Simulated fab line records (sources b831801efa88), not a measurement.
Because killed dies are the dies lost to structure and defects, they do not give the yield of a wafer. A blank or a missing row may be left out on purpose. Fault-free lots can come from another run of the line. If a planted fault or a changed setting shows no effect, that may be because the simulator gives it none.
Comparing a struck lot with a sound one :: flow gf180mcu :: 43 out of 602 route steps
Sound: wafers L173.1, L173.2, L173.3. The struck wafers were L183.3, L183.4, L183.5. Last of all comes the cause.
Order at every step that has rows: each side's tool, ch and its chambers, its first start. Under that, the readings that differ: sound wafers :: struck wafers :: difference of the means :: sigmas: that difference in standard deviations of wafers without a fault.
alike: a reading whose means differ by less than 2 such deviations, as well as words and numbers matching on both sides. not compared: withheld readings; readings where some wafer has no value; bounds like >300 that might hide an equal value; numbers whose values overlap and for which the record gives no deviation.
A row with sigmas, a row that says differs or no value, or rows on one side alone: a step with any of these is where the two part. Non-overlapping numbers with no deviation appear without sigmas and do not part them. Lack of a reading on every wafer of one side parts them only where that side has two or more wafers.

first, 2 steps without rows for these wafers: GF_LVPWELL_IMPLANT_08; GF_LVPWELL_IMPLANT_09.
GF_LVPWELL_STRIP_10: strips in O2/N2.
  sound on plasma-asher-03 ch 0,1, day 5 22:38; struck on plasma-asher-02 ch 0,1, day 8 06:00
  alike: drypump-motor-current-A, heater-power-w, oes-product-au, strip-time-to-endpoint-s
  not compared: rf-hours-counter-h
GF_LVPWELL_TW_MEAS_11:
  sound on film-metro-01, day 5 22:54; struck on film-metro-03, day 8 06:05
  alike: LVPWELL_TW
then, 7 steps without rows for these wafers: GF_MVSD_DEHYDRATE_00 (time 60 s); GF_MVSD_HMDS_01 (prime time 60 s); GF_MVSD_COAT_02 (resist thk 3000 nm); GF_MVSD_SOFTBAKE_03; GF_MVSD_EXPOSE_04 (exposes mask MVSD, target cd 1000 nm); GF_MVSD_PEB_05; GF_MVSD_DEVELOP_06 (develop time 60 s).
GF_MVSD_OVL_MEAS_07:
  sound on overlay-02, day 6 13:47; struck on overlay-01, day 8 23:23
  alike: MVSD_OVL
GF_MVSD_IMPLANT_08:
  sound on implanter-02 ch 0, day 6 13:49; struck on implanter-04 ch 0, day 8 23:28
reading: dose-ions-cm2
sound: 1.5998e+13 1.5957e+13 1.6005e+13
struck: 2.1462e+13 2.146e+13 2.1471e+13
difference: +5.4777e+12
sigmas: +99 or more

reading: faraday-current-uA
sound: 89.9 91.4 91.4
struck: 120.2 122.8 122.8
difference: +31.0
sigmas: +18
then, 1 step without rows for these wafers: GF_MVSD_IMPLANT_09.
GF_MVSD_STRIP_10: strips in O2/N2.
  sound on plasma-asher-01 ch 0,1, day 6 14:07; struck on plasma-asher-01 ch 0,1, day 8 23:45
  alike: drypump-motor-current-A, heater-power-w, oes-product-au, strip-time-to-endpoint-s
  not compared: rf-hours-counter-h
GF_MVSD_TW_MEAS_11:
  sound on film-metro-01, day 6 14:13; struck on film-metro-03, day 9 00:07
reading: MVSD_TW
sound: 1590 1595 1594
struck: 1726 1730 1731
difference: +136
sigmas: +14
  not compared: hold
then, 6 steps without rows for these wafers: GF_MVPSD_HMDS_01 (prime time 60 s); GF_MVPSD_COAT_02 (resist thk 3000 nm); GF_MVPSD_SOFTBAKE_03; GF_MVPSD_EXPOSE_04 (exposes mask MVPSD, target cd 1000 nm); GF_MVPSD_PEB_05; GF_MVPSD_DEVELOP_06 (develop time 60 s).
GF_MVPSD_OVL_MEAS_07:
  sound on overlay-01, day 7 05:59; struck on overlay-02, day 9 17:14
reading: MVPSD_OVL (nm)
sound: -0.4 0.2 -0.2
struck: 2.5 1.9 2.7
difference: +2.5
sigmas: +2
then, 2 steps without rows for these wafers: GF_MVPSD_IMPLANT_08; GF_MVPSD_IMPLANT_09.
GF_MVPSD_STRIP_10: strips in O2/N2.
  sound on plasma-asher-02 ch 0,1, day 7 06:19; struck on plasma-asher-02 ch 0,1, day 9 17:35
  alike: drypump-motor-current-A, heater-power-w, oes-product-au, strip-time-to-endpoint-s
  not compared: rf-hours-counter-h
GF_MVPSD_TW_MEAS_11:
  sound on film-metro-03, day 7 06:25; struck on film-metro-01, day 9 17:41
  alike: MVPSD_TW
then, 7 steps without rows for these wafers: GF_VT_IMPLANT_DEHYDRATE_00 (time 60 s); GF_VT_IMPLANT_HMDS_01 (prime time 60 s); GF_VT_IMPLANT_COAT_02 (resist thk 1000 nm); GF_VT_IMPLANT_SOFTBAKE_03 (time 60 s); GF_VT_IMPLANT_EXPOSE_04 (exposes mask LVPWELL LV AREA, target cd 600 nm); GF_VT_IMPLANT_PEB_05; GF_VT_IMPLANT_DEVELOP_06 (develop time 60 s).
GF_VT_IMPLANT_OVL_MEAS_07:
  sound on overlay-02, day 7 22:44; struck on overlay-01, day 10 11:29
  alike: VT_IMPLANT_OVL
then, 1 step without rows for these wafers: GF_VT_IMPLANT_IMPLANT_08.
GF_VT_IMPLANT_STRIP_09: strips in O2/N2.
  sound on plasma-asher-04 ch 0,1, day 7 22:55; struck on plasma-asher-03 ch 0,1, day 10 11:42
reading: drypump-motor-current-A (A)
sound: 5.4 4.9 5.4
struck: 6.4 6.3 6.4
difference: +1.1
sigmas: +2
  alike: heater-power-w, oes-product-au, strip-time-to-endpoint-s
  not compared: rf-hours-counter-h
GF_VT_IMPLANT_TW_MEAS_10:
  sound on film-metro-02, day 7 23:01; struck on film-metro-02, day 10 11:47
  alike: VT_IMPLANT_TW
then, 3 steps without rows for these wafers: GF_VT_IMPLANT_DEHYDRATE_11 (time 60 s); GF_VT_IMPLANT_HMDS_12 (prime time 60 s); GF_VT_IMPLANT_COAT_13 (resist thk 1000 nm).
-- the record jumps here: 2 days lie between the struck wafers' starts before and after --
GF_VT_IMPLANT_RS_MEAS_46: a four-point-probe measurement.
  sound on film-metro-01, day 10 03:26; struck on film-metro-01, day 12 20:50
reading: MVSD_RS (ohm/sq)
sound: 455.5 455.8 454.9
struck: 392.7 393.8 393.6
difference: -62.0
sigmas: -48
  not compared: hold
then, 1 step without rows for these wafers: GF_PASSIVATION_PROBE_99.

## WHERE THEY PART
Last at GF_VT_IMPLANT_RS_MEAS_46 as far as this record goes, first at GF_MVSD_IMPLANT_08.

WHY: what had been put in by the simulator
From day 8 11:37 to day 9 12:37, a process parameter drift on implanter-04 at GF_MVSD_IMPLANT_08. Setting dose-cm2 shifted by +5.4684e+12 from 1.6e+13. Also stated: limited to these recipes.
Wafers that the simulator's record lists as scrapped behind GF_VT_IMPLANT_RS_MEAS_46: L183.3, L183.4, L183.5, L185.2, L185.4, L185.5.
